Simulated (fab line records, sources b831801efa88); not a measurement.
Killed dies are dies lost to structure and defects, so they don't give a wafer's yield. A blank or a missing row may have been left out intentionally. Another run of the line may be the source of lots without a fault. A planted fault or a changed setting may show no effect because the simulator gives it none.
Chamber matching :: flow gf180mcu :: cmp-01 running GF_V2_CMP_04: 4 sister chambers
The step polishes SiO2. 4 wafers are shown with their chamber, then 9 later ones without.

## WAFERS, EACH WITH ITS CHAMBER
wafer: L472.2
chamber: 0
motor_current_A (A): 12.4

wafer: L477.1
chamber: 1
motor_current_A (A): 12.7

wafer: L477.2
chamber: 3
motor_current_A (A): 12.7

wafer: L477.3
chamber: 2
motor_current_A (A): 11.9

## WAFERS WITH NO CHAMBER GIVEN
wafer: L480.1
motor_current_A (A): 13.1

wafer: L480.2
motor_current_A (A): 13.2

wafer: L480.6
motor_current_A (A): 12.9

wafer: L483.1
motor_current_A (A): 12.5

wafer: L483.4
motor_current_A (A): 13.3

wafer: L483.6
motor_current_A (A): 12.9

wafer: L493.2
motor_current_A (A): 13.2

wafer: L493.3
motor_current_A (A): 13.9

wafer: L493.4
motor_current_A (A): 13.1

## WHICH CHAMBER EACH WENT THROUGH
wafer: L480.1
from the rows above: can't be placed: 1 or 3 or 0 or 2
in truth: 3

wafer: L480.2
from the rows above: can't be placed: 1 or 3 or 0 or 2
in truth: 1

wafer: L480.6
from the rows above: can't be placed: 1 or 3 or 0 or 2
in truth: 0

wafer: L483.1
from the rows above: can't be placed: 0 or 1 or 3 or 2
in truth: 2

wafer: L483.4
from the rows above: can't be placed: 1 or 3 or 0 or 2
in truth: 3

wafer: L483.6
from the rows above: can't be placed: 1 or 3 or 0 or 2
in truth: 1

wafer: L493.2
from the rows above: can't be placed: 1 or 3 or 0 or 2
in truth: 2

wafer: L493.3
from the rows above: can't be placed: 1 or 3 or 0 or 2
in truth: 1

wafer: L493.4
from the rows above: can't be placed: 1 or 3 or 0 or 2
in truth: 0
Correct placement for 0 of the 9. Not placeable from these rows: 9 (in 9, the candidates include the true chamber). Number placed wrongly: 0.
How it was worked out, from the rows above alone: a wafer's distance from a chamber is the root of the sum, over the readings, of the square of ((its reading less the chamber's mean) divided by the reading's scatter). The wafer belongs to the nearest chamber; if the next one is less than 2 further off, it can't be placed. For every chamber, the mean is computed from those of its wafers that are shown. The scatter (one wafer shown for each chamber): square how far every hidden wafer sits from the nearest shown wafer, average those squares and take the square root.
